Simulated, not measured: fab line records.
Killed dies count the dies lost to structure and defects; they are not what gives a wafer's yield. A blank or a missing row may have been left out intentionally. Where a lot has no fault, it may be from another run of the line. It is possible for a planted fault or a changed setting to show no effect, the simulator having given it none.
Which tool was responsible? || flow sky130 || 36 wafers from 12 lots sampled at 5 of the route's 708 steps

## WHAT THE GAUGES SHOWED, per wafer
The record holds no reading of a measuring or inspecting step that can be judged against a usual standard deviation.

## WHICH TOOL RAN EACH LOT (tool, then ch and the chambers of the sampled wafers, then the start)
{"lot": "L464", "SKY_VIA2_CMP_02": "cmp-02 ch 0,1,2, day 35 10:59", "SKY_CAPM_CVD_00": "pecvd-03 ch 0,1, day 36 15:18", "SKY_CAPM_SPUTTER_02": "pvd sputter-04, day 36 15:23", "SKY_CAPM_STRIP_14": "plasma asher-04 ch 0,1, day 37 17:43", "SKY_PAD_OPEN_PROBE_99": "-"}
{"lot": "L465", "SKY_VIA2_CMP_02": "cmp-01 ch 0,3, day 35 17:45", "SKY_CAPM_CVD_00": "pecvd-01 ch 0,2, day 36 21:04", "SKY_CAPM_SPUTTER_02": "pvd sputter-02, day 36 21:09", "SKY_CAPM_STRIP_14": "plasma asher-03 ch 0,1, day 37 22:48", "SKY_PAD_OPEN_PROBE_99": "-"}
{"lot": "L467", "SKY_VIA2_CMP_02": "cmp-01 ch 0,2,3, day 36 07:16", "SKY_CAPM_CVD_00": "pecvd-03 ch 0,1, day 37 10:49", "SKY_CAPM_SPUTTER_02": "pvd sputter-04, day 37 10:55", "SKY_CAPM_STRIP_14": "plasma asher-03 ch 0,1, day 38 12:45", "SKY_PAD_OPEN_PROBE_99": "prober-01, day 46 16:49"}
{"lot": "L468", "SKY_VIA2_CMP_02": "cmp-01 ch 0,3, day 36 15:53", "SKY_CAPM_CVD_00": "pecvd-02 ch 1,2, day 37 20:07", "SKY_CAPM_SPUTTER_02": "pvd sputter-02, day 37 20:13", "SKY_CAPM_STRIP_14": "plasma asher-03 ch 0,1, day 38 21:57", "SKY_PAD_OPEN_PROBE_99": "prober-02, day 47 01:40"}
{"lot": "L478", "SKY_VIA2_CMP_02": "cmp-01 ch 1,2, day 40 11:45", "SKY_CAPM_CVD_00": "pecvd-02 ch 1,2, day 41 14:10", "SKY_CAPM_SPUTTER_02": "pvd sputter-02, day 41 14:14", "SKY_CAPM_STRIP_14": "plasma asher-01 ch 0,1, day 42 13:53", "SKY_PAD_OPEN_PROBE_99": "-"}
{"lot": "L479", "SKY_VIA2_CMP_02": "cmp-02 ch 0,2,3, day 40 19:27", "SKY_CAPM_CVD_00": "pecvd-03 ch 1,2, day 41 21:44", "SKY_CAPM_SPUTTER_02": "pvd sputter-03, day 41 21:49", "SKY_CAPM_STRIP_14": "plasma asher-04 ch 0,1, day 42 20:27", "SKY_PAD_OPEN_PROBE_99": "prober-01, day 50 01:17"}
{"lot": "L480", "SKY_VIA2_CMP_02": "cmp-01 ch 1,3, day 40 23:42", "SKY_CAPM_CVD_00": "pecvd-02 ch 0,1,2, day 42 01:19", "SKY_CAPM_SPUTTER_02": "pvd sputter-04, day 42 01:25", "SKY_CAPM_STRIP_14": "plasma asher-04 ch 0,1, day 43 00:33", "SKY_PAD_OPEN_PROBE_99": "-"}
{"lot": "L481", "SKY_VIA2_CMP_02": "cmp-02 ch 0,1,3, day 41 00:56", "SKY_CAPM_CVD_00": "pecvd-03 ch 1,2, day 42 03:22", "SKY_CAPM_SPUTTER_02": "pvd sputter-03, day 42 03:26", "SKY_CAPM_STRIP_14": "plasma asher-04 ch 0,1, day 43 01:57", "SKY_PAD_OPEN_PROBE_99": "-"}
{"lot": "L483", "SKY_VIA2_CMP_02": "cmp-02 ch 1,2, day 41 08:51", "SKY_CAPM_CVD_00": "pecvd-03 ch 0,1,2, day 42 11:22", "SKY_CAPM_SPUTTER_02": "pvd sputter-04, day 42 11:26", "SKY_CAPM_STRIP_14": "plasma asher-01 ch 0,1, day 43 10:23", "SKY_PAD_OPEN_PROBE_99": "-"}
{"lot": "L484", "SKY_VIA2_CMP_02": "cmp-02 ch 1,2, day 41 12:00", "SKY_CAPM_CVD_00": "pecvd-02 ch 0,1, day 42 13:43", "SKY_CAPM_SPUTTER_02": "pvd sputter-02, day 42 13:47", "SKY_CAPM_STRIP_14": "plasma asher-03 ch 0,1, day 43 12:52", "SKY_PAD_OPEN_PROBE_99": "prober-02, day 50 14:49"}
{"lot": "L485", "SKY_VIA2_CMP_02": "cmp-02 ch 1,2,3, day 42 00:01", "SKY_CAPM_CVD_00": "pecvd-03 ch 0,2, day 43 01:29", "SKY_CAPM_SPUTTER_02": "pvd sputter-02, day 43 01:35", "SKY_CAPM_STRIP_14": "plasma asher-04 ch 0,1, day 44 00:27", "SKY_PAD_OPEN_PROBE_99": "-"}
{"lot": "L486", "SKY_VIA2_CMP_02": "cmp-01 ch 0,1,3, day 42 06:10", "SKY_CAPM_CVD_00": "pecvd-03 ch 0,2, day 43 07:01", "SKY_CAPM_SPUTTER_02": "pvd sputter-03, day 43 07:06", "SKY_CAPM_STRIP_14": "plasma asher-03 ch 0,1, day 44 06:14", "SKY_PAD_OPEN_PROBE_99": "-"}
- SKY_VIA2_CMP_02: polishes SiO2.
- SKY_CAPM_CVD_00: deposits SiO2, target thk 15.5 nm.
- SKY_CAPM_SPUTTER_02: material TiN, target thk 200 nm, time 166.7 s.
- SKY_CAPM_STRIP_14: strips in O2/N2.
- SKY_PAD_OPEN_PROBE_99

## AS READ BY THE TOOLS THEMSELVES (means over the sampled wafers that have a number; for cases with no such wafer, the mark the record gives instead)
SKY_VIA2_CMP_02.
{"lot": "L464", "tool": "cmp-02", "motor current A (A)": 12.8}
{"lot": "L465", "tool": "cmp-01", "motor current A (A)": 13.4}
{"lot": "L467", "tool": "cmp-01", "motor current A (A)": 12.8}
{"lot": "L468", "tool": "cmp-01", "motor current A (A)": 13.2}
{"lot": "L478", "tool": "cmp-01", "motor current A (A)": 12.5}
{"lot": "L479", "tool": "cmp-02", "motor current A (A)": 12.2}
{"lot": "L480", "tool": "cmp-01", "motor current A (A)": 13.8}
{"lot": "L481", "tool": "cmp-02", "motor current A (A)": 12.7}
{"lot": "L483", "tool": "cmp-02", "motor current A (A)": 13.4}
{"lot": "L484", "tool": "cmp-02", "motor current A (A)": 13.3}
{"lot": "L485", "tool": "cmp-02", "motor current A (A)": 12.7}
{"lot": "L486", "tool": "cmp-01", "motor current A (A)": 13.0}

SKY_CAPM_CVD_00.
{"lot": "L464", "tool": "pecvd-03", "heater power outer w (W)": 523, "heater power w (W)": 847, "susceptor temp C (C)": 399.82}
{"lot": "L465", "tool": "pecvd-01", "heater power outer w (W)": 480, "heater power w (W)": 819, "susceptor temp C (C)": 400.10}
{"lot": "L467", "tool": "pecvd-03", "heater power outer w (W)": "-", "heater power w (W)": "-", "susceptor temp C (C)": "-"}
{"lot": "L468", "tool": "pecvd-02", "heater power outer w (W)": "-", "heater power w (W)": "-", "susceptor temp C (C)": "-"}
{"lot": "L478", "tool": "pecvd-02", "heater power outer w (W)": 401, "heater power w (W)": 647, "susceptor temp C (C)": 399.63}
{"lot": "L479", "tool": "pecvd-03", "heater power outer w (W)": 522, "heater power w (W)": 893, "susceptor temp C (C)": 400.17}
{"lot": "L480", "tool": "pecvd-02", "heater power outer w (W)": 459, "heater power w (W)": 715, "susceptor temp C (C)": 399.75}
{"lot": "L481", "tool": "pecvd-03", "heater power outer w (W)": 517, "heater power w (W)": 892, "susceptor temp C (C)": 400.16}
{"lot": "L483", "tool": "pecvd-03", "heater power outer w (W)": 471, "heater power w (W)": 813, "susceptor temp C (C)": 399.69}
{"lot": "L484", "tool": "pecvd-02", "heater power outer w (W)": 496, "heater power w (W)": 792, "susceptor temp C (C)": 400.00}
{"lot": "L485", "tool": "pecvd-03", "heater power outer w (W)": 470, "heater power w (W)": 781, "susceptor temp C (C)": 400.11}
{"lot": "L486", "tool": "pecvd-03", "heater power outer w (W)": 521, "heater power w (W)": 892, "susceptor temp C (C)": 400.30}

SKY_CAPM_SPUTTER_02.
{"lot": "L464", "tool": "pvd sputter-04", "substrate temp c (C)": 299.78, "susceptor temp C (C)": 299.99, "throttle valve pct (%)": 29.6}
{"lot": "L465", "tool": "pvd sputter-02", "substrate temp c (C)": 300.03, "susceptor temp C (C)": 300.11, "throttle valve pct (%)": 29.4}
{"lot": "L467", "tool": "pvd sputter-04", "substrate temp c (C)": 300.03, "susceptor temp C (C)": 300.07, "throttle valve pct (%)": 29.2}
{"lot": "L468", "tool": "pvd sputter-02", "substrate temp c (C)": 300.04, "susceptor temp C (C)": 299.94, "throttle valve pct (%)": 30.0}
{"lot": "L478", "tool": "pvd sputter-02", "substrate temp c (C)": 299.99, "susceptor temp C (C)": 300.10, "throttle valve pct (%)": 29.3}
{"lot": "L479", "tool": "pvd sputter-03", "substrate temp c (C)": 300.11, "susceptor temp C (C)": 299.99, "throttle valve pct (%)": 30.1}
{"lot": "L480", "tool": "pvd sputter-04", "substrate temp c (C)": 299.91, "susceptor temp C (C)": 300.11, "throttle valve pct (%)": 30.4}
{"lot": "L481", "tool": "pvd sputter-03", "substrate temp c (C)": 300.09, "susceptor temp C (C)": 299.93, "throttle valve pct (%)": 29.8}
{"lot": "L483", "tool": "pvd sputter-04", "substrate temp c (C)": 300.06, "susceptor temp C (C)": 299.83, "throttle valve pct (%)": 28.8}
{"lot": "L484", "tool": "pvd sputter-02", "substrate temp c (C)": 300.09, "susceptor temp C (C)": 300.16, "throttle valve pct (%)": 30.2}
{"lot": "L485", "tool": "pvd sputter-02", "substrate temp c (C)": 300.11, "susceptor temp C (C)": 300.02, "throttle valve pct (%)": 29.0}
{"lot": "L486", "tool": "pvd sputter-03", "substrate temp c (C)": 300.13, "susceptor temp C (C)": 299.98, "throttle valve pct (%)": 29.5}

SKY_CAPM_STRIP_14.
{"lot": "L464", "tool": "plasma asher-04", "drypump motor current A (A)": 5.3, "oes product au (a.u.)": 0.709, "strip time to endpoint s (s)": 12.67}
{"lot": "L465", "tool": "plasma asher-03", "drypump motor current A (A)": 6.0, "oes product au (a.u.)": 0.712, "strip time to endpoint s (s)": 12.68}
{"lot": "L467", "tool": "plasma asher-03", "drypump motor current A (A)": 6.0, "oes product au (a.u.)": 0.709, "strip time to endpoint s (s)": 12.66}
{"lot": "L468", "tool": "plasma asher-03", "drypump motor current A (A)": 6.0, "oes product au (a.u.)": 0.712, "strip time to endpoint s (s)": 12.65}
{"lot": "L478", "tool": "plasma asher-01", "drypump motor current A (A)": 5.5, "oes product au (a.u.)": 0.711, "strip time to endpoint s (s)": 12.71}
{"lot": "L479", "tool": "plasma asher-04", "drypump motor current A (A)": 5.1, "oes product au (a.u.)": 0.708, "strip time to endpoint s (s)": 12.66}
{"lot": "L480", "tool": "plasma asher-04", "drypump motor current A (A)": 5.3, "oes product au (a.u.)": 0.713, "strip time to endpoint s (s)": 12.62}
{"lot": "L481", "tool": "plasma asher-04", "drypump motor current A (A)": 5.2, "oes product au (a.u.)": 0.708, "strip time to endpoint s (s)": 12.64}
{"lot": "L483", "tool": "plasma asher-01", "drypump motor current A (A)": 5.5, "oes product au (a.u.)": 0.713, "strip time to endpoint s (s)": 12.63}
{"lot": "L484", "tool": "plasma asher-03", "drypump motor current A (A)": 5.9, "oes product au (a.u.)": 0.712, "strip time to endpoint s (s)": 12.63}
{"lot": "L485", "tool": "plasma asher-04", "drypump motor current A (A)": 5.1, "oes product au (a.u.)": 0.707, "strip time to endpoint s (s)": 12.67}
{"lot": "L486", "tool": "plasma asher-03", "drypump motor current A (A)": 6.0, "oes product au (a.u.)": 0.711, "strip time to endpoint s (s)": 12.67}

SKY_PAD_OPEN_PROBE_99.
{"lot": "L467", "tool": "prober-01", "defect limited yield (%)": 0.0, "killed_at_M0_to_M3": 42, "killed_at_M4_up": 3.0, "killed at contacts": 25, "killed at front end": 15, "killed at other": 407.7, "killed dies": 492, "killed on rim": 96, "killed open": 47, "killed short": 38, "sort_bin_3_pad_short (%)": 0.9, "sort_bin_5_function (%)": 91.9, "sort_bin_6_memory (%)": 7.2, "sort n pass": 0, "sort yield pct (%)": 0.0}
{"lot": "L468", "tool": "prober-02", "defect limited yield (%)": 0.0, "killed_at_M0_to_M3": 48, "killed_at_M4_up": 2.0, "killed at contacts": 30, "killed at front end": 16, "killed at other": 396.0, "killed dies": 492, "killed on rim": 96, "killed open": 53, "killed short": 43, "sort_bin_3_pad_short (%)": 0.7, "sort_bin_5_function (%)": 91.9, "sort_bin_6_memory (%)": 7.4, "sort n pass": 0, "sort yield pct (%)": 0.0}
{"lot": "L479", "tool": "prober-01", "defect limited yield (%)": 83.7, "killed_at_M0_to_M3": 38, "killed_at_M4_up": 3.0, "killed at contacts": 26, "killed at front end": 12, "killed at other": 0.7, "killed dies": 80, "killed on rim": 17, "killed open": 43, "killed short": 37, "sort_bin_3_pad_short (%)": 1.2, "sort_bin_5_function (%)": 9.3, "sort_bin_6_memory (%)": 5.7, "sort n pass": 412, "sort yield pct (%)": 83.7}
{"lot": "L484", "tool": "prober-02", "defect limited yield (%)": 85.2, "killed_at_M0_to_M3": 38, "killed_at_M4_up": 3.3, "killed at contacts": 19, "killed at front end": 12, "killed at other": 0.3, "killed dies": 73, "killed on rim": 18, "killed open": 38, "killed short": 35, "sort_bin_3_pad_short (%)": 0.5, "sort_bin_5_function (%)": 9.0, "sort_bin_6_memory (%)": 5.3, "sort n pass": 419, "sort yield pct (%)": 85.2}

## THE ANSWER, worked out from the rows above alone
Rule: usual is defined by the lots themselves. Put in order of their means at a reading, lots are off if they are a third of the lots or fewer, leave a main group of 4 or more, and stand apart from it by a gap of 3 or more times the standard deviation of the main group's means; of several such gaps the widest counts. Not used: any main group whose means are identical at the precision the tables above print for the reading. Also off: a lot with no number at a reading for which 4 or more lots have one. Any other lot the step has rows for is counted as sound. Order of review: gauges by route order, followed by the tools' own readings, for which a lot's mean as printed above is used. The first step at which some lot is off is used, and at that step the reading that is off furthest; a lot without a number counts as furthest.
Off: L467, L468, at SKY_CAPM_CVD_00 (heater power outer w). Without a number there: L467, L468. The main group: mean 486 W, standard deviation 37.
A tool fits if, at that step or a process step before it, it ran every lot that is off, and no sound lot after the first of them. None of those tried fits.

## WHAT THE SIMULATOR PUT IN
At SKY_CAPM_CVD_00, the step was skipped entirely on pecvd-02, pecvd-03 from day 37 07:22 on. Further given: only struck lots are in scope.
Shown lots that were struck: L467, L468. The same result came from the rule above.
